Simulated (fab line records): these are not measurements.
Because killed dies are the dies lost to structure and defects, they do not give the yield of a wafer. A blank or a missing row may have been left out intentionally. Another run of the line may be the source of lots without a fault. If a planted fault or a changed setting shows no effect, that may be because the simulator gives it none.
fab line records | flow sky130
record lots=12 wafers=34 lastDay=49
route steps=708 shown SONOS_TUNNEL@162 LDD_HVP@285 LI_CONTACT@381 METAL4@600 PAD_OPEN@708
lots untouched by any fault: they come from a run of this same line in which no faults occurred
startH: the number of hours between the record's first day and the start of the first shown wafer of the lot | waitH: hours from the lot's prior step to this one | " as in the row above | L1.1+2: several wafers, shown together as one row | - no value present, or no start provided | * or withheld: withheld | < > ~ a bound
route shown NAME@n: NAME is a module with steps in the file, n the number in the route of the first one | usual: average and standard deviation across the fault-free wafers | same: alike in all rows | chamber/n: place in a boat | sites: the reading at each site | _std_site: standard deviation across them | _edge_site: mean of outer sites minus mean of inner sites | radiusMm: for every site, how far away it sits from the centre of the wafer | mask NAME#n: copy n | behind: the last tool/chamber to shape the wafer | hold: what put the lot on hold/how long, in hours/how the hold closed | device: whichever transistor did not switch (one of n, p or np) | end of line: the tests these same wafers got at the end of their route | for a step that has no rows: nothing shown but its recipe | killed: dies that structure and defects cost at the first sort, which is not the same as the wafer's yield | map: shows each die of a wafer: x if killed, . if not, _ if none is there
set.NAME: setting as actually run; set.NAME@STEP: the setting as run at that earlier step | model.NAME: the simulator's own value behind a step, which no gauge read
one table for each step of the route and one row for each wafer, over a sample of lots
services: when a tool's chamber went out of use (startH, in hours from the record's first day, below 0 if earlier), for how many hours, and the reason
## steps
# step SKY_SONOS_TUNNEL_OVL_MEAS_08
# usual SONOS_TUNNEL_OVL=0.5/1.7
# columns lot.wafer tool chamber startH waitH SONOS_TUNNEL_OVL[nm]
L744.3 overlay-01 - 271.93 0.1 -0.3
L744.5 " - " " -2.7
L744.6 " - " " 0.0
L746.2 overlay-02 - 274.02 0.1 1.6
L746.5 " - " " 2.0
L746.6 " - " " 2.4
L747.4 overlay-01 - 294.52 0.1 -4.0
L747.5 " - " " 0.1
L747.6 " - " " -2.5
L749.2 overlay-02 - 305.17 0.1 1.7
L749.5 " - " " 0.5
L749.6 " - " " -0.5
L750.2 overlay-02 - 305.78 0.1 -0.5
L750.3 " - " " 1.3
L750.4 " - " " 1.8
L751.1 overlay-02 - 313.38 0.1 2.9
L751.4 " - " " 3.6
L751.5 " - " " 1.9
L753.2 overlay-01 - 334.94 0.1 -0.2
L753.3 " - " " -0.8
L753.5 " - " " -1.8
L755.2 overlay-01 - 348.04 0.1 0.4
L755.5 " - " " 1.7
L755.6 " - " " 1.6
L756.3 overlay-01 - 355.58 0.1 4.0
L756.4 " - " " 2.1
L756.5 " - " " 4.0
L757.1 overlay-02 - 363.05 0.1 2.7
L757.4 " - " " 2.2
L760.1 overlay-02 - 379.87 0.1 0.0
L760.2 " - " " -0.8
L760.4 " - " " -1.1
L761.4 overlay-02 - 386.15 0.1 1.2
L761.6 " - " " 0.0
# step SKY_LDD_HVP_OVL_MEAS_07
# usual LDD_HVP_OVL=-0.1/1.2
# columns lot.wafer tool chamber startH waitH LDD_HVP_OVL[nm]
L744.3 overlay-01 - 520.02 0.1 -0.9
L744.5 " - " " 0.7
L744.6 " - " " 0.6
L746.2 overlay-01 - 530.62 0.1 -1.1
L746.5 " - " " 1.0
L746.6 " - " " -0.6
L747.4 overlay-02 - 545.41 0.1 -0.1
L747.5 " - " " -0.1
L747.6 " - " " -0.8
L749.2 overlay-02 - 561.23 0.1 -0.3
L749.5 " - " " -1.7
L749.6 " - " " -1.8
L750.2 overlay-02 - 563.68 0.1 3.4
L750.3 " - " " 0.7
L750.4 " - " " 2.3
L751.1 overlay-02 - 567.65 0.1 -0.7
L751.4 " - " " -2.0
L751.5 " - " " -1.8
L753.2 overlay-02 - 608.50 0.1 -0.8
L753.3 " - " " -0.2
L753.5 " - " " 0.9
L755.2 overlay-02 - 610.87 0.1 0.4
L755.5 " - " " 2.7
L755.6 " - " " 2.0
L756.3 overlay-02 - 618.11 0.1 -1.5
L756.4 " - " " 0.4
L756.5 " - " " 0.3
L757.1 overlay-01 - 622.88 0.1 -1.3
L757.4 " - " " -0.4
L760.1 overlay-02 - 643.16 0.1 -1.1
L760.2 " - " " 0.2
L760.4 " - " " -0.8
L761.4 overlay-01 - 645.96 0.1 0.1
L761.6 " - " " -0.8
# step SKY_LI_CONTACT_SPUTTER_19
# recipe material=Ti targetThkNm=20 chamberPressurePa=5 powerW=2500 substrateTempC=200 timeS=106.37
# usual throttleValvePct=29.4/1.1
# columns lot.wafer tool chamber startH waitH throttleValvePct
L744.3 pvdSputter-04 - 703.58 0.0 31.0
L744.5 " - " " 29.4
L744.6 " - " " 31.1
L746.2 pvdSputter-03 - 711.71 0.0 26.9
L746.5 " - " " 29.4
L746.6 " - " " 27.2
L747.4 pvdSputter-03 - 722.93 0.0 29.5
L747.5 " - " " 29.6
L747.6 " - " " 29.4
L749.2 pvdSputter-03 - 739.11 0.0 27.4
L749.5 " - " " 29.4
L749.6 " - " " 27.3
L750.2 pvdSputter-03 - 744.78 0.0 29.3
L750.3 " - " " 27.0
L750.4 " - " " 29.5
L751.1 pvdSputter-04 - 745.63 0.0 30.7
L751.4 " - " " 30.9
L751.5 " - " " 29.4
L753.2 pvdSputter-03 - 782.11 0.0 27.3
L753.3 " - " " 29.5
L753.5 " - " " 29.2
L755.2 pvdSputter-03 - 783.63 0.0 29.4
L755.5 " - " " 27.3
L755.6 " - " " 29.2
L756.3 pvdSputter-04 - 789.03 0.0 31.1
L756.4 " - " " 30.4
L756.5 " - " " 29.6
L757.1 pvdSputter-03 - 794.28 0.0 29.3
L757.4 " - " " 27.3
L760.1 pvdSputter-04 - 813.71 0.0 29.7
L760.2 " - " " 29.6
L760.4 " - " " 31.1
L761.4 pvdSputter-04 - 816.58 0.0 29.9
L761.6 " - " " 29.7
# step SKY_METAL4_SPUTTER_02
# recipe material=AlCu targetThkNm=735 powerW=10600 timeS=39.1 chamberPressurePa=0.4
# usual throttleValvePct=29.3/0.95
# columns lot.wafer tool chamber startH waitH throttleValvePct
L744.3 pvdSputter-03 - 956.22 0.0 29.2
L744.5 " - " " 29.4
L744.6 " - " " 29.7
L746.2 pvdSputter-02 - 960.35 0.0 28.9
L746.5 " - " " 28.5
L746.6 " - " " 29.9
L747.4 pvdSputter-01 - 971.01 0.0 28.8
L747.5 " - " " 29.3
L747.6 " - " " 29.2
L749.2 pvdSputter-03 - 984.06 0.0 29.4
L749.5 " - " " 29.2
L749.6 " - " " 29.3
L750.2 pvdSputter-02 - 990.22 0.0 30.9
L750.3 " - " " 29.8
L750.4 " - " " 30.5
L751.1 pvdSputter-02 - 992.19 0.0 29.8
L751.4 " - " " 30.1
L751.5 " - " " 31.1
L753.2 pvdSputter-01 - 1021.22 0.0 29.4
L753.3 " - " " 31.0
L753.5 " - " " 30.8
L755.2 pvdSputter-03 - 1021.74 0.0 29.2
L755.5 " - " " 29.2
L755.6 " - " " 29.4
L756.3 pvdSputter-03 - 1028.40 0.0 29.4
L756.4 " - " " 27.3
L756.5 " - " " 29.3
L757.1 pvdSputter-03 - 1029.01 0.0 29.3
L757.4 " - " " 29.4
L760.1 pvdSputter-03 - 1049.00 0.0 27.0
L760.2 " - " " 29.4
L760.4 " - " " 29.3
L761.4 pvdSputter-03 - 1050.63 0.0 29.4
L761.6 " - " " 26.9
# step SKY_METAL4_METAL_ETCH_18
# recipe targetDepthA=8450 stopOn=SiO2 overEtchFrac=0.3 timeS=183.1 chemistry=Cl2/BCl3 resistSidewallDeg=88 pressureMtorr=10 icpW=900 biasW=48.5 Cl2_flow_sccm=60 bcl3FlowSccm=30
# usual drypumpMotorCurrentA=5.7/0.51 heBacksideLeakSccm=3.32/0.22 oesProductAu=0.867/0.0069 throttleValvePct=22.265/0.0099
# columns lot.wafer tool chamber startH waitH drypumpMotorCurrentA heBacksideLeakSccm oesProductAu rfHoursCounterH throttleValvePct
L744.3 rieMetal-04 0 1003.60 0.1 5.7 3.67 0.866 - 22.264
L744.5 " 1 " " 5.8 3.45 0.871 - 22.256
L744.6 " 0 " " 5.7 3.69 0.859 - 22.256
L746.2 rieMetal-04 0 1008.14 0.0 5.7 3.43 0.867 6 22.279
L746.5 " 0 " " 5.7 3.42 0.859 - 22.259
L746.6 " 1 " " 5.8 3.33 0.865 - 22.262
L747.4 rieMetal-02 1 1017.93 0.1 5.7 3.77 0.871 - 22.242
L747.5 " 0 " " 4.8 3.08 0.857 - 22.285
L747.6 " 1 " " 5.7 3.66 0.872 - 22.263
L749.2 rieMetal-04 0 1031.09 0.0 5.7 3.59 0.870 7 22.262
L749.5 " 1 " " 5.8 3.39 0.866 - 22.267
L749.6 " 0 " " 5.7 3.57 0.869 - 22.261
L750.2 rieMetal-04 1 1037.02 0.0 5.8 3.46 0.877 23 22.268
L750.3 " 1 " " 5.8 3.46 0.866 - 22.259
L750.4 " 0 " " 5.7 3.43 0.870 - 22.266
L751.1 rieMetal-01 1 1039.44 0.0 6.6 2.93 0.863 7 22.260
L751.4 " 0 " " 5.5 3.19 0.871 - 22.270
L751.5 " 0 " " 5.4 3.21 0.874 - 22.250
L753.2 rieMetal-04 0 1067.57 0.0 5.7 3.54 0.862 9 22.254
L753.3 " 0 " " 5.7 3.45 0.856 - 22.255
L753.5 " 1 " " 5.8 3.37 0.857 - 22.263
L755.2 rieMetal-02 1 1067.92 0.0 5.7 3.58 0.857 24 22.255
L755.5 " 0 " " 4.8 3.14 0.867 - 22.278
L755.6 " 1 " " 5.7 3.64 0.856 - 22.254
L756.3 rieMetal-02 1 1072.68 0.1 5.7 3.35 0.869 - 22.273
L756.4 " 0 " " 4.8 3.20 0.876 - 22.241
L756.5 " 1 " " 5.7 3.37 0.864 - 22.284
L757.1 rieMetal-04 0 1073.57 0.0 5.7 3.40 0.802 10 22.251
L757.4 " 0 " " 5.7 3.42 0.875 - 22.255
L760.1 rieMetal-04 1 1092.92 0.0 5.8 3.54 0.819 0 22.262
L760.2 " 0 " " 5.7 3.56 0.881 11 22.259
L760.4 " 0 " " 5.7 3.34 0.874 - 22.275
L761.4 rieMetal-01 1 1094.58 0.1 6.6 3.01 0.858 - 22.267
L761.6 " 0 " " 5.5 3.18 0.799 - 22.253
# step SKY_PAD_OPEN_PROBE_99
# usual defectLimitedYield=82.5/1.9 killed_at_M0_to_M3=43/6.8 killed_at_M4_up=3.0/1.6 killedAtContacts=25/6 killedAtFrontEnd=15/4.4 killedAtOther=0.3/0.52 killedDies=86/9.6 killedOnRim=17/3.5 killedOpen=47/6.7 killedShort=39/6.8 sort_bin_3_pad_short=0.9/0.43 sort_bin_5_function=10.3/1.5 sort_bin_6_memory=6.3/1.1 sortNPass=406/9.6 sortYieldPct=82.5/1.9
# same grossDies=492 killedAtBackSide=0 sort_bin_4_leakage[%]=0 sort_bin_8_speed[%]=0
# columns lot.wafer tool chamber startH waitH defectLimitedYield[%] killed_at_M0_to_M3 killed_at_M4_up killedAtContacts killedAtFrontEnd killedAtOther killedDies killedOnRim killedOpen killedShort sort_bin_3_pad_short[%] sort_bin_5_function[%] sort_bin_6_memory[%] sortNPass sortYieldPct[%]
L757.1 prober-02 - 1159.98 0.1 81.9 53 4 14 18 0 89 19 46 43 1.0 9.6 7.5 403 81.9
L757.4 prober-02 - 1160.13 0.2 85.0 33 4 21 16 0 74 13 35 39 2.0 8.5 4.5 418 85.0
L760.1 prober-01 - 1174.40 0.1 86.4 36 2 15 14 0 67 18 39 28 0.6 8.1 4.9 425 86.4
L760.2 prober-01 - 1174.45 0.1 83.1 39 4 24 16 0 83 15 45 38 1.0 9.8 6.1 409 83.1
L760.4 prober-01 - 1174.55 0.2 81.9 58 2 22 7 0 89 23 50 39 0.8 10.2 7.1 403 81.9
L761.4 prober-02 - 1176.97 0.2 79.5 44 6 30 20 1 101 20 63 38 0.6 11.4 8.5 391 79.5
# killed by level:class
L757.1 VIA1:geometricParticle:open=16 METAL2:geometricParticle:short=8 FIELD_ISO:geometricParticle:open=6 METAL1:geometricParticle:short=6 VIA1:geometricParticle:short=6 VIA3:geometricParticle:open=5 POLY_GATE:geometricParticle:short=4 VIA3:geometricParticle:short=4
L757.4 VIA1:geometricParticle:open=7 LI_CONTACT:geometricParticle:open=6 CONTACT:geometricParticle:open=6 FIELD_ISO:geometricParticle:short=5 POLY_GATE:geometricParticle:short=5 VIA2:geometricParticle:short=5 VIA3:geometricParticle:open=5 LI_CONTACT:geometricParticle:short=4
L760.1 VIA1:geometricParticle:open=10 CONTACT:geometricParticle:open=7 METAL1:geometricParticle:short=7 LI_CONTACT:geometricParticle:open=4 METAL2:geometricParticle:short=4 VIA2:geometricParticle:open=4 VIA3:geometricParticle:open=4 FIELD_ISO:geometricParticle:open=3
L760.2 CONTACT:geometricParticle:open=11 VIA1:geometricParticle:open=8 LI_CONTACT:geometricParticle:open=6 FIELD_ISO:geometricParticle:short=5 METAL1:geometricParticle:short=5 METAL3:geometricParticle:short=5 CONTACT:geometricParticle:short=4 VIA1:geometricParticle:short=4
L760.4 CONTACT:geometricParticle:open=13 VIA3:geometricParticle:open=11 VIA1:geometricParticle:open=9 VIA2:geometricParticle:open=9 VIA1:geometricParticle:short=8 METAL1:geometricParticle:short=8 CONTACT:geometricParticle:short=4 METAL2:geometricParticle:short=4
L761.4 CONTACT:geometricParticle:open=12 VIA1:geometricParticle:open=10 VIA2:geometricParticle:open=9 LI_CONTACT:geometricParticle:open=8 POLY_GATE:geometricParticle:open=6 VIA3:geometricParticle:open=6 LOCAL_INTERCONNECT:geometricParticle:short=5 METAL1:geometricParticle:short=5
## services
# columns tool chamber startH hours kind
rieMetal-01 0 680.16 1.3 repair
pvdSputter-02 - 734.09 4.4 repair
rieMetal-02 0 751.79 1.2 repair
rieMetal-04 - 755.94 14.6 pm
pvdSputter-03 - 773.14 2.6 repair
pvdSputter-03 - 803.61 2.1 repair
pvdSputter-04 - 809.72 2.0 repair
rieMetal-02 - 838.41 1.1 repair
pvdSputter-03 - 849.59 5.9 repair
pvdSputter-01 - 856.72 1.9 repair
rieMetal-04 0 880.78 - clean
rieMetal-04 0 880.78 16.9 scheduledDown
rieMetal-04 0 880.78 16.9 ventCycle
rieMetal-04 - 885.56 0.4 repair
rieMetal-04 - 918.65 1.3 repair
rieMetal-02 - 937.76 2.8 pm
rieMetal-01 - 948.34 1.4 pm
rieMetal-04 0 1019.67 4.6 repair
pvdSputter-04 - 1029.32 9.2 repair
rieMetal-02 0 1078.38 8.6 repair
rieMetal-04 1 1078.42 - clean
rieMetal-04 1 1078.42 14.0 scheduledDown
rieMetal-04 - 1079.31 11.2 repair
pvdSputter-01 - 1090.49 6.5 repair
## key
firstSign step=SKY_METAL4_METAL_ETCH_18 reading=oesProductAu direction=down sigmas=8.8 usual=0.867 struck=0.807
effect none on later readings
metAt SKY_METAL4_SPUTTER_02
struckLots L757,L760,L761
struckWafers L757.1,L760.1,L761.6
notActingAt SKY_SONOS_TUNNEL_OVL_MEAS_08,SKY_LDD_HVP_OVL_MEAS_07,SKY_LI_CONTACT_SPUTTER_19
onsetBetween 1028.40 1029.01
fault kind=processParameterDrift tool=pvdSputter-03 chamber=- onsetH=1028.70 steps=SKY_METAL4_SPUTTER_02 channel=timeS offset=* shape=step endH=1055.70 scope=struckWafersOnly actsIn=* stated=*
